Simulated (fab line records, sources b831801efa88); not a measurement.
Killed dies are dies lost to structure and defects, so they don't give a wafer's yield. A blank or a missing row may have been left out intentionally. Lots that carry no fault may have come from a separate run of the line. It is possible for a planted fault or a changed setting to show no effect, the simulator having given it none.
fab line records | flow sky130
record lots=5 wafers=15 lastDay=49
route steps=708 shown VIA4@644 METAL5@661 PASSIVATION@681 PAD_OPEN@708
lots with no fault: from the same line, run without faults
startH: hours from the record's opening day to when the first of the lot's shown wafers began | waitH: hours from the lot's prior step to this one | " same as the row above | L1.1+2: a single row standing in for several wafers | - no value, or no start given | * or withheld: withheld | < > ~ a bound
route shown NAME@n: NAME is a module with steps in the file, n the number in the route of the first one | usual: average and standard deviation across the fault-free wafers | same: alike in all rows | chamber/n: place in a boat | sites: each site's reading | _std_site: the standard deviation of these | _edge_site: outer sites' mean less inner sites' | radiusMm: for every site, how far away it sits from the centre of the wafer | mask NAME#n: copy n | behind: the most recent tool/chamber to have shaped the wafer | hold: why the lot was held/for how many hours/how that ended | device: names the non-switching transistor (n, p or np) | end of line: tests of these same wafers at the route's end | for a step that has no rows: nothing shown but its recipe | killed: count of dies lost to structure and defects at first sort (not the wafer's yield) | map: the dies of a wafer, with x for killed, . for not killed, _ for no die there
set.NAME: the run value of the setting; set.NAME@STEP: its run value at that earlier step | model.NAME: the simulator's own value behind a step, which no gauge read
certain route steps with their lots: each step a table, each wafer a row
services: a tool's chamber out of use, with start hour (startH, from the record's first day; less than 0 if before it), hours out, and reason
## steps
# step SKY_VIA4_HMDS_05
# recipe primeTimeS=60 primeTempC=120
# step SKY_VIA4_COAT_06
# recipe resist=NOVOLAK spinRpm=3000 resistThkNm=1140
# step SKY_VIA4_SOFTBAKE_07
# recipe tempC=90 timeS=60 resist=NOVOLAK
# step SKY_VIA4_EXPOSE_08
# recipe maskId=VIM4 na=0.6 sourceShape=conventional sigmaOuter=0.6 polarization=unpolarized targetCdNm=800 doseMj=132
# step SKY_VIA4_PEB_09
# recipe tempC=withheld timeS=* resist=NOVOLAK
# step SKY_VIA4_DEVELOP_10
# recipe resist=NOVOLAK developer=TMAH developTimeS=60 devTempC=23
# step SKY_VIA4_OVL_MEAS_11
# usual VIA4_OVL=0.0/1.3
# columns lot.wafer tool chamber startH waitH VIA4_OVL[nm]
L887.1 overlay-02 - 1036.19 0.1 -0.9
L887.4 " - " " -0.4
L887.6 " - " " -2.1
L888.1 overlay-01 - 1039.74 0.1 -0.3
L888.3 " - " " -0.1
L888.6 " - " " 0.4
L891.4 overlay-01 - 1051.26 0.1 0.4
L891.5 " - " " -1.4
L891.6 " - " " 0.6
L892.2 overlay-02 - 1060.67 0.1 0.0
L892.4 " - " " -1.5
L892.5 " - " " 1.1
L900.1 overlay-01 - 1111.81 0.1 -0.9
L900.4 " - " " -2.3
L900.6 " - " " -3.6
# step SKY_VIA4_ETCH_12
# recipe target=SiO2 chemistry=C4F8/O2/Ar stopOn=TiN maskMaterial=NOVOLAK sourceW=1500 biasW=1200 pressureMtorr=40 c4f8FlowSccm=withheld O2_flow_sccm=6 Ar_flow_sccm=300 timeS=withheld targetDepthA=5800
# step SKY_VIA4_STRIP_13
# recipe chemistry=O2/N2 powerW=1400 pressureMtorr=1500 platenTempC=withheld o2FlowSccm=3000 n2FlowSccm=300 overashFraction=0.5
# step SKY_VIA4_STRIP_14
# recipe chemistry=postEtchResidueRemover timeS=1200 tempC=72.5
# step SKY_VIA4_CLEAN_15
# recipe chemistry=IPA timeS=180 tempC=25
# step SKY_VIA4_CLEAN_16
# recipe chemistry=O3/DIW dry=n2Spin
# step SKY_VIA4_SPUTTER_17
# recipe material=TiN targetThkNm=20 chamberPressurePa=5 powerW=4000 timeS=80
# usual chamberPressurePa=4.998/0.0099 throttleValvePct=30.3/1.2
# columns lot.wafer tool chamber startH waitH chamberPressurePa throttleValvePct
L887.1 pvdSputter-04 - 1036.89 0.0 5.008 32.6
L887.4 " - " " 5.002 29.9
L887.6 " - " " 4.995 30.9
L888.1 pvdSputter-03 - 1040.49 0.0 4.998 32.3
L888.3 " - " " 5.017 29.3
L888.6 " - " " 4.997 31.2
L891.4 pvdSputter-04 - 1051.98 0.0 4.982 32.9
L891.5 " - " " 4.980 29.8
L891.6 " - " " 5.006 30.9
L892.2 pvdSputter-01 - 1061.46 0.0 4.993 29.0
L892.4 " - " " 5.008 29.9
L892.5 " - " " 5.007 30.4
L900.1 pvdSputter-01 - 1112.55 0.0 5.013 30.8
L900.4 " - " " 4.980 28.9
L900.6 " - " " 4.992 28.5
# step SKY_VIA4_CVD_18
# recipe material=W targetThkNm=505 timeS=152.14 tempC=400 pressureTorr=40
# usual heaterPowerW=797/110
# columns lot.wafer tool chamber startH waitH heaterPowerW
L887.1 cvdW-01 1 1036.96 0.0 697
L887.4 " 0 " " 666
L887.6 " 0 " " 686
L888.1 cvdW-02 0 1040.55 0.0 874
L888.3 " 1 " " 954
L888.6 " 1 " " 923
L891.4 cvdW-02 1 1052.10 0.1 940
L891.5 " 1 " " 937
L891.6 " 0 " " 870
L892.2 cvdW-02 1 1061.52 0.0 935
L892.4 " 0 " " 860
L892.5 " 1 " " 913
L900.1 cvdW-02 1 1112.61 0.0 903
L900.4 " 1 " " 935
L900.6 " 1 " " 938
# step SKY_VIA4_RS_MEAS_19
# recipe thkMeasGauge=four-point-probe reads=W_of_VIA4_CVD_18+TiN_of_VIA4_SPUTTER_17
# usual VIA4_W_RS=0.2270/0.002
# columns lot.wafer tool chamber startH waitH VIA4_W_RS[ohm/sq]
L887.1 filmMetro-01 - 1037.11 0.1 0.2257
L887.4 " - " " 0.2269
L887.6 " - " " 0.2278
L888.1 filmMetro-04 - 1040.70 0.1 0.2306
L888.3 " - " " 0.2286
L888.6 " - " " 0.2287
L891.4 filmMetro-01 - 1052.26 0.1 0.2282
L891.5 " - " " 0.2292
L891.6 " - " " 0.2287
L892.2 filmMetro-01 - 1061.69 0.1 0.2227
L892.4 " - " " 0.2248
L892.5 " - " " 0.2242
L900.1 filmMetro-02 - 1112.76 0.1 0.2266
L900.4 " - " " 0.2257
L900.6 " - " " 0.2286
# step SKY_VIA4_THK_MEAS_20
# recipe thkMeasGauge=xrf reads=W_of_VIA4_CVD_18
# usual VIA4_W_THK=504/5.7
# columns lot.wafer tool chamber startH waitH VIA4_W_THK[nm]
L887.1 filmMetro-01 - 1037.23 0.1 498
L887.4 " - " " 502
L887.6 " - " " 499
L888.1 filmMetro-04 - 1040.82 0.1 495
L888.3 " - " " 499
L888.6 " - " " 503
L891.4 filmMetro-01 - 1052.35 0.1 496
L891.5 " - " " 492
L891.6 " - " " 495
L892.2 filmMetro-01 - 1061.80 0.1 518
L892.4 " - " " 510
L892.5 " - " " 510
L900.1 filmMetro-02 - 1112.88 0.1 506
L900.4 " - " " 510
L900.6 " - " " 507
# step SKY_VIA4_CMP_21
# recipe stopOn=SiO2 tOverpolishS=25 downForcePsi=3.5 platenRpm=60 targetThkNm=0 padVelocityMS=0.94248
# usual motorCurrentA=10.6/1.2 overpolishRunS=25.000/0.0091 slurryFilterDpKPa=13.50/0.14 timeToEndpointS=122/4.6
# columns lot.wafer tool chamber startH waitH motorCurrentA overpolishRunS slurryFilterDpKPa timeToEndpointS
L887.4 cmp-02 3 1037.29 0.0 10.6 25.016 13.61 123
L887.1 " 0 " " 9.1 24.997 13.64 117
L887.6 " 3 " " 9.9 24.993 13.31 124
L888.1 cmp-02 0 1040.93 0.1 9.8 25.011 13.56 118
L888.3 " 2 " " 11.1 25.005 13.93 121
L888.6 " 0 " " 10.0 24.998 13.31 120
L891.4 cmp-02 3 1052.72 0.4 10.2 25.000 13.46 127
L891.6 " 0 " " 9.5 25.004 13.52 120
L891.5 " 1 " " 10.6 25.011 13.51 121
L892.4 cmp-01 0 1061.99 0.2 8.9 24.982 13.35 125
L892.2 " 2 " " 11.3 25.001 13.49 119
L892.5 " 0 " " 9.0 25.010 13.36 125
L900.4 cmp-02 2 1112.94 0.0 11.1 25.012 13.47 119
L900.1 " 1 " " 10.3 25.005 13.50 126
L900.6 " 3 " " 10.2 24.997 13.32 125
# step SKY_METAL5_SPUTTER_00
# recipe material=Ti targetThkNm=15 powerW=3000 timeS=10 chamberPressurePa=0.4
# step SKY_METAL5_SPUTTER_01
# recipe material=TiN targetThkNm=20 powerW=6500 timeS=16.7 chamberPressurePa=0.4
# step SKY_METAL5_SPUTTER_02
# recipe material=AlCu targetThkNm=1150 powerW=10600 timeS=61.2 chamberPressurePa=0.4
# step SKY_METAL5_SPUTTER_03
# recipe material=Ti targetThkNm=5 powerW=3000 timeS=3.3 chamberPressurePa=0.4
# usual chamberPressurePa=0.4002/0.00082 throttleValvePct=30.6/1.1
# columns lot.wafer tool chamber startH waitH chamberPressurePa throttleValvePct
L887.1 pvdSputter-02 - 1037.69 0.0 0.4012 30.6
L887.4 " - " " 0.3992 30.1
L887.6 " - " " 0.3999 29.1
L888.1 pvdSputter-02 - 1041.28 0.0 0.3992 30.5
L888.3 " - " " 0.4004 30.2
L888.6 " - " " 0.4004 30.6
L891.4 pvdSputter-04 - 1052.97 0.0 0.4009 32.9
L891.5 " - " " 0.4001 29.9
L891.6 " - " " 0.4009 32.8
L892.2 pvdSputter-02 - 1062.38 0.0 0.4003 30.4
L892.4 " - " " 0.4021 30.0
L892.5 " - " " 0.4000 30.3
L900.1 pvdSputter-02 - 1113.34 0.0 0.3982 31.2
L900.4 " - " " 0.3995 30.1
L900.6 " - " " 0.3999 29.1
# step SKY_METAL5_SPUTTER_04
# recipe material=TiN targetThkNm=70 powerW=6500 timeS=58.3 chamberPressurePa=0.4
# step SKY_METAL5_RS_MEAS_05
# recipe thkMeasGauge=four-point-probe reads=TiN_of_METAL5_SPUTTER_04+Ti_of_METAL5_SPUTTER_03+AlCu_of_METAL5_SPUTTER_02+TiN_of_METAL5_SPUTTER_01+Ti_of_METAL5_SPUTTER_00
# usual METAL5_ALCU_RS=0.0271/0.00034
# columns lot.wafer tool chamber startH waitH METAL5_ALCU_RS[ohm/sq]
L887.1 filmMetro-04 - 1037.75 0.0 0.0272
L887.4 " - " " 0.0274
L887.6 " - " " 0.0273
L888.1 filmMetro-04 - 1041.34 0.0 0.0272
L888.3 " - " " 0.0274
L888.6 " - " " 0.0270
L891.4 filmMetro-01 - 1053.10 0.1 0.0273
L891.5 " - " " 0.0274
L891.6 " - " " 0.0273
L892.2 filmMetro-03 - 1062.47 0.0 0.0271
L892.4 " - " " 0.0273
L892.5 " - " " 0.0271
L900.1 filmMetro-04 - 1113.40 0.0 0.0271
L900.4 " - " " 0.0273
L900.6 " - " " 0.0275
# step SKY_METAL5_THK_MEAS_06
# recipe thkMeasGauge=xrf reads=AlCu_of_METAL5_SPUTTER_02
# usual METAL5_ALCU_THK=1173/16
# columns lot.wafer tool chamber startH waitH METAL5_ALCU_THK[nm]
L887.1 filmMetro-04 - 1037.87 0.1 1173
L887.4 " - " " 1172
L887.6 " - " " 1179
L888.1 filmMetro-04 - 1041.46 0.1 1175
L888.3 " - " " 1173
L888.6 " - " " 1183
L891.4 filmMetro-01 - 1053.19 0.1 1159
L891.5 " - " " 1158
L891.6 " - " " 1157
L892.2 filmMetro-03 - 1062.58 0.1 1165
L892.4 " - " " 1151
L892.5 " - " " 1170
L900.1 filmMetro-04 - 1113.52 0.1 1179
L900.4 " - " " 1170
L900.6 " - " " 1155
# step SKY_METAL5_DEHYDRATE_07
# recipe tempC=200 timeS=60
# step SKY_METAL5_HMDS_08
# recipe primeTimeS=60 primeTempC=120
# step SKY_METAL5_COAT_09
# recipe resist=NOVOLAK spinRpm=3000 resistThkNm=1800
# step SKY_METAL5_SOFTBAKE_10
# recipe tempC=90 timeS=60 resist=NOVOLAK
# step SKY_METAL5_EXPOSE_11
# recipe maskId=MM5 na=0.6 sourceShape=conventional sigmaOuter=0.6 polarization=unpolarized targetCdNm=1600 doseMj=190
# step SKY_METAL5_PEB_12
# recipe tempC=withheld timeS=* resist=NOVOLAK
# step SKY_METAL5_DEVELOP_13
# recipe resist=NOVOLAK developer=TMAH developTimeS=60 devTempC=23
# step SKY_METAL5_DESCUM_14
# recipe chemistry=O2 sourcePowerW=150 biasPowerW=0 pressureMtorr=10 tempC=40 timeS=11
# step SKY_METAL5_METAL_ETCH_15
# recipe targetDepthA=12600 stopOn=SiO2 overEtchFrac=0.2 timeS=252 chemistry=Cl2/BCl3 resistSidewallDeg=86 pressureMtorr=10 icpW=900 biasW=48.5 Cl2_flow_sccm=60 bcl3FlowSccm=30
# step SKY_METAL5_STRIP_16
# recipe chemistry=O2/N2 powerW=1400 pressureMtorr=1500 platenTempC=withheld o2FlowSccm=3000 n2FlowSccm=300 overashFraction=0.5
# usual drypumpMotorCurrentA=5.5/0.36 oesProductAu=0.711/0.0045 stripTimeToEndpointS=13.04/0.2
# columns lot.wafer tool chamber startH waitH drypumpMotorCurrentA oesProductAu rfHoursCounterH stripTimeToEndpointS
L887.1 plasmaAsher-02 1 1060.37 0.2 5.9 0.715 64 12.75
L887.4 " 0 " " 5.2 0.711 - 12.69
L887.6 " 1 " " 5.9 0.724 - 12.69
L888.1 plasmaAsher-01 0 1063.65 0.2 5.4 0.716 30 13.05
L888.3 " 0 " " 5.4 0.718 - 13.01
L888.6 " 0 " " 5.4 0.707 - 13.01
L891.4 plasmaAsher-02 0 1074.65 0.1 5.2 0.702 - 12.95
L891.5 " 0 " " 5.2 0.715 - 12.99
L891.6 " 1 " " 5.9 0.716 - 12.88
L892.2 plasmaAsher-02 0 1083.43 0.2 5.2 0.708 67 13.25
L892.4 " 0 " " 5.2 0.716 - 13.43
L892.5 " 0 " " 5.2 0.710 - 13.25
L900.1 plasmaAsher-02 1 1133.35 0.2 5.9 0.712 71 13.21
L900.4 " 0 " " 5.2 0.712 - 13.13
L900.6 " 1 " " 5.8 0.712 - 13.13
# step SKY_METAL5_STRIP_17
# recipe chemistry=postEtchResidueRemover timeS=1200 tempC=72.5
# step SKY_METAL5_CLEAN_18
# recipe chemistry=IPA timeS=180 tempC=25
# step SKY_METAL5_CLEAN_19
# recipe chemistry=O3/DIW dry=n2Spin
# step SKY_PASSIVATION_CVD_00
# recipe material=SiO2 targetThkNm=90 tempC=400 timeS=withheld rfW=600
# step SKY_PASSIVATION_THK_MEAS_01
# recipe reads=SiO2_of_PASSIVATION_CVD_00
# usual PASSIVATION_CVD_00_THK=90.1/1.1
# columns lot.wafer tool chamber startH waitH PASSIVATION_CVD_00_THK[nm]
L887.1 filmMetro-01 - 1061.39 - 88.5
L887.4 " - " " 91.2
L887.6 " - " " 90.0
L888.1 filmMetro-01 - 1064.30 - 89.0
L888.3 " - " " 88.7
L888.6 " - " " 88.8
L891.4 filmMetro-03 - 1075.28 - 89.9
L891.5 " - " " 90.5
L891.6 " - " " 90.6
L892.2 filmMetro-02 - 1084.06 - 90.3
L892.4 " - " " 91.1
L892.5 " - " " 90.7
L900.1 filmMetro-03 - 1133.97 - 88.0
L900.4 " - " " 90.3
L900.6 " - " " 89.4
# step SKY_PASSIVATION_CVD_02
# recipe material=Si3N4 targetThkNm=540 tempC=400 timeS=withheld rfW=450
# usual heaterPowerW=746/85
# columns lot.wafer tool chamber startH waitH heaterPowerW
L887.1 pecvd-04 0 1061.45 0.1 778
L887.4 " 2 " " 651
L887.6 " 0 " " 819
L888.1 pecvd-03 2 1064.36 0.1 629
L888.3 " 2 " " 692
L888.6 " 2 " " 611
L891.4 pecvd-03 1 1075.42 0.1 742
L891.5 " 2 " " 594
L891.6 " 0 " " 625
L892.2 pecvd-01 0 1084.11 0.0 830
L892.4 " 2 " " 805
L892.5 " 0 " " 688
L900.1 pecvd-04 0 1134.03 0.1 811
L900.4 " 0 " " 835
L900.6 " 2 " " 662
# step SKY_PASSIVATION_THK_MEAS_03
# recipe reads=Si3N4_of_PASSIVATION_CVD_02
# usual PASSIVATION_CVD_02_THK=541/7.8
# columns lot.wafer tool chamber startH waitH PASSIVATION_CVD_02_THK[nm]
L887.1 filmMetro-03 - 1061.68 - 546
L887.4 " - " " 546
L887.6 " - " " 550
L888.1 filmMetro-03 - 1065.04 - 540
L888.3 " - " " 544
L888.6 " - " " 545
L891.4 filmMetro-02 - 1075.56 - 542
L891.5 " - " " 537
L891.6 " - " " 546
L892.2 filmMetro-02 - 1084.34 - 536
L892.4 " - " " 551
L892.5 " - " " 552
L900.1 filmMetro-02 - 1134.25 - 529
L900.4 " - " " 539
L900.6 " - " " 544
# step SKY_PASSIVATION_DEHYDRATE_04
# recipe tempC=200 timeS=60
# step SKY_PAD_OPEN_PROBE_99
# usual killed_at_M0_to_M3=44/7.3 killed_at_M4_up=3.4/1.8 killedAtContacts=24/5.8 killedAtFrontEnd=15/4.9 killedAtOther=0.4/0.63 killedDies=86/11 killedOpen=47/8 killedShort=39/6.5
# same grossDies=492 killedAtBackSide=0
# columns lot.wafer tool chamber startH waitH hold killed_at_M0_to_M3 killed_at_M4_up killedAtContacts killedAtFrontEnd killedAtOther killedDies killedOpen killedShort
L887.1 prober-01 - 1105.05 0.1 - 36 0 33 13 0 82 40 42
L887.4 prober-01 - 1105.20 0.2 - 38 1 26 14 0 79 41 35
L887.6 prober-01 - 1105.30 0.2 - 32 3 25 13 1 74 43 30
L888.1 prober-01 - 1108.95 0.1 - 59 2 24 12 1 98 52 46
L888.3 prober-01 - 1109.05 0.2 - 47 3 29 9 0 88 43 45
L888.6 prober-01 - 1109.20 0.2 - 53 6 29 12 0 100 58 42
L891.4 prober-01 - 1119.08 0.2 - 38 5 29 17 0 89 54 34
L891.5 prober-01 - 1119.13 0.2 - 36 4 19 16 2 77 42 34
L891.6 prober-01 - 1119.18 0.2 - 35 3 28 19 0 85 39 43
L892.2 prober-01 - 1127.22 0.1 - 31 2 26 12 0 71 44 27
L892.4 prober-01 - 1127.32 0.2 - 45 5 15 11 0 76 47 29
L892.5 prober-01 - 1127.37 0.2 - 47 2 22 12 1 84 47 37
L900.1 prober-02 - 1172.98 0.1 awaitDispo/4.3h/release 53 9 29 39 0 130 61 45
L900.4 prober-02 - 1173.13 0.2 awaitDispo/4.3h/release 44 30 21 35 3 133 52 37
L900.6 prober-02 - 1173.23 0.2 awaitDispo/4.3h/release 44 44 26 27 0 141 59 33
# killed by level:class
L887.1 CONTACT:geometricParticle:open=11 LI_CONTACT:geometricParticle:open=8 CONTACT:geometricParticle:short=8 VIA1:geometricParticle:short=6 VIA2:geometricParticle:open=6 METAL1:geometricParticle:short=4 METAL2:geometricParticle:short=4 VIA3:geometricParticle:short=4
L887.4 CONTACT:geometricParticle:open=11 VIA2:geometricParticle:open=8 VIA1:geometricParticle:open=5 FIELD_ISO:geometricParticle:short=4 LI_CONTACT:geometricParticle:open=4 LOCAL_INTERCONNECT:geometricParticle:short=4 METAL1:geometricParticle:short=4 METAL3:geometricParticle:short=4
L887.6 LI_CONTACT:geometricParticle:open=10 VIA1:geometricParticle:open=9 CONTACT:geometricParticle:open=7 METAL1:geometricParticle:short=5 FIELD_ISO:geometricParticle:open=4 LOCAL_INTERCONNECT:geometricParticle:short=4 VIA1:geometricParticle:short=4 VIA2:geometricParticle:short=4
L888.1 VIA1:geometricParticle:open=13 CONTACT:geometricParticle:open=11 METAL1:geometricParticle:short=9 VIA1:geometricParticle:short=9 VIA3:geometricParticle:open=8 METAL2:geometricParticle:short=7 LI_CONTACT:geometricParticle:open=5 LOCAL_INTERCONNECT:geometricParticle:short=5
L888.3 VIA1:geometricParticle:open=10 CONTACT:geometricParticle:open=10 LOCAL_INTERCONNECT:geometricParticle:short=9 VIA3:geometricParticle:open=7 VIA1:geometricParticle:short=6 VIA2:geometricParticle:open=6 LI_CONTACT:geometricParticle:short=5 METAL1:geometricParticle:short=5
L888.6 VIA1:geometricParticle:open=12 CONTACT:geometricParticle:open=9 VIA2:geometricParticle:open=9 VIA3:geometricParticle:open=8 METAL2:geometricParticle:short=7 LI_CONTACT:geometricParticle:open=7 CONTACT:geometricParticle:short=6 LI_CONTACT:geometricParticle:short=4
L891.4 CONTACT:geometricParticle:open=11 VIA1:geometricParticle:open=8 POLY_GATE:geometricParticle:open=8 LI_CONTACT:geometricParticle:open=8 VIA3:geometricParticle:open=7 VIA1:geometricParticle:short=6 LOCAL_INTERCONNECT:geometricParticle:short=4 LI_CONTACT:geometricParticle:short=4
L891.5 CONTACT:geometricParticle:open=8 METAL1:geometricParticle:short=6 VIA3:geometricParticle:open=6 CONTACT:geometricParticle:short=5 METAL2:geometricParticle:short=5 VIA2:geometricParticle:short=5 FIELD_ISO:geometricParticle:open=4 LI_CONTACT:geometricParticle:open=4
L891.6 CONTACT:geometricParticle:open=9 LOCAL_INTERCONNECT:geometricParticle:short=7 VIA2:geometricParticle:open=7 VIA1:geometricParticle:open=6 FIELD_ISO:geometricParticle:short=5 POLY_GATE:geometricParticle:short=4 LI_CONTACT:geometricParticle:open=4 LI_CONTACT:geometricParticle:short=4
L892.2 CONTACT:geometricParticle:open=10 METAL2:geometricParticle:short=7 METAL1:geometricParticle:short=6 LI_CONTACT:geometricParticle:open=6 VIA3:geometricParticle:open=6 FIELD_ISO:geometricParticle:open=4 VIA2:geometricParticle:open=4 LOCAL_INTERCONNECT:geometricParticle:open=4
L892.4 VIA1:geometricParticle:open=10 METAL2:geometricParticle:short=7 CONTACT:geometricParticle:open=6 VIA3:geometricParticle:open=5 POLY_GATE:geometricParticle:open=4 LI_CONTACT:geometricParticle:open=4 CONTACT:geometricParticle:short=4 METAL1:geometricParticle:open=4
L892.5 VIA1:geometricParticle:open=11 VIA3:geometricParticle:open=8 CONTACT:geometricParticle:short=7 VIA2:geometricParticle:open=6 LI_CONTACT:geometricParticle:open=5 CONTACT:geometricParticle:open=5 METAL1:geometricParticle:short=5 POLY_GATE:geometricParticle:open=4
L900.1 POLY_CUT:areaEtch=17 CONTACT:geometricParticle:open=12 VIA3:geometricParticle:open=12 VIA1:geometricParticle:open=8 FIELD_ISO:geometricParticle:open=7 LI_CONTACT:geometricParticle:open=7 VIA4:unspecified=7 POLY_GATE:geometricParticle:short=6
L900.4 VIA4:unspecified=28 POLY_CUT:areaEtch=16 VIA1:geometricParticle:open=11 VIA2:geometricParticle:open=10 CONTACT:geometricParticle:open=8 FIELD_ISO:geometricParticle:open=6 FIELD_ISO:geometricParticle:short=5 LI_CONTACT:geometricParticle:open=5
L900.6 VIA4:unspecified=41 VIA1:geometricParticle:open=14 CONTACT:geometricParticle:open=10 LI_CONTACT:geometricParticle:open=10 POLY_CUT:areaEtch=8 VIA1:geometricParticle:short=7 VIA2:geometricParticle:open=6 VIA3:geometricParticle:open=6
# map L900.6 (x killed, . not)
__________.....x...._________
________..........x.x._______
______......x..........._____
_____x...x..xxxxx........____
____..........x......x....___
___.......x.........xx....x__
__..x.............xxx....x.._
_....x.............xx.xxx....
_..x........x...xxxxxxx.xxxxx
_x.xx.xx..x...x.xxxxxxxxxxxx.
_....xx......x..xxxxxxxxxxx.x
_..x.....x.xx...x.xxxxxxxx...
_.xx.x..x.x........xxxxxxx...
_.....x...x..x......xxxx..xx.
_...x.....x........x.........
__.x..x.x.x....x.x.....x...._
___.xx..x.x........x......x__
____........xx.x....x...x.___
_____x...x..x.x.x........____
______..x..x..........x._____
________...........x.._______
__________......x..._________
# map L892.5 (x killed, . not)
__________.......xx._________
________x.xxxx........_______
______.....xx..........x_____
_____.........x.....x....____
____.............x....x.x.___
___......x....x............__
__...x...x....xx..x......x.._
_....x.x.........x..x..x..x..
_..x.....x....x......x...x.x.
_.x.......x.x........x.xx....
_x.....x.x.......x........xx.
_.x.....x......x..xx......x..
_....x.............x.........
_x.........x..x...x..........
_.x...x.xx.x.....x...........
__x.x...x..................._
___....xx.................x__
____...xx.....x.........x.___
_____..x...............x.____
______...........x...x.._____
________.....x..x...x._______
__________.....x...x_________
## services
# columns tool chamber startH hours kind
pecvd-03 2 1016.55 26.1 repair
pecvd-03 1 1021.44 2.1 scheduledDown
pecvd-01 1 1032.69 24.3 repair
pecvd-04 1 1038.90 5.5 scheduledDown
pecvd-03 1 1042.63 - clean
pecvd-03 1 1042.63 - consumableReplace:showerhead
pecvd-03 1 1042.63 29.0 scheduledDown
pecvd-03 1 1042.63 29.0 ventCycle
cvdW-02 - 1055.32 6.0 pm
cmp-02 - 1056.39 1.4 repair
pecvd-03 - 1058.84 0.3 repair
pecvd-01 1 1069.38 10.3 repair
cmp-02 - 1084.00 4.0 pm
cmp-02 - 1088.00 - consumableReplace:conditioner
cmp-02 - 1088.00 - consumableReplace:pad
cmp-02 - 1100.67 0.4 repair
cvdW-02 1 1100.88 5.2 repair
pvdSputter-02 - 1101.41 7.9 repair
cmp-02 - 1103.04 2.6 repair
pvdSputter-03 - 1106.47 5.0 repair
pecvd-03 0 1115.68 4.3 repair
cvdW-01 - 1116.03 0.8 repair
pvdSputter-02 - 1125.86 6.7 repair
pecvd-04 - 1133.20 0.8 repair
## key
firstSign step=SKY_PAD_OPEN_PROBE_99 reading=killed_at_M4_up direction=up sigmas=14 usual=3.4 struck=27.7
effect step=SKY_PAD_OPEN_PROBE_99 reading=killedDies direction=up sigmas=4.6 usual=86 struck=135
metAt SKY_VIA4_SPUTTER_17
struckWafers L900.1,L900.4,L900.6
testerLeftOut L900
onsetBetween 1061.46 1112.55
alsoFits time
earlierFault kind=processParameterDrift tool=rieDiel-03 chamber=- onsetH=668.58 steps=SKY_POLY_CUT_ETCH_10 channel=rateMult offset=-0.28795 shape=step endH=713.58
fault kind=chamberParticleSource tool=pvdSputter-01 chamber=- onsetH=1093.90 steps=SKY_VIA4_SPUTTER_17 ratePerVisitCm2=0.40485
# testerLeftOut: of these lots the tester's yield and bins aren't shown, on N5 and GAA mostly nor the transistor test; their killed dies are dies lost to structure and defects alone, not to doping, threshold or leakage, so they don't give the yield
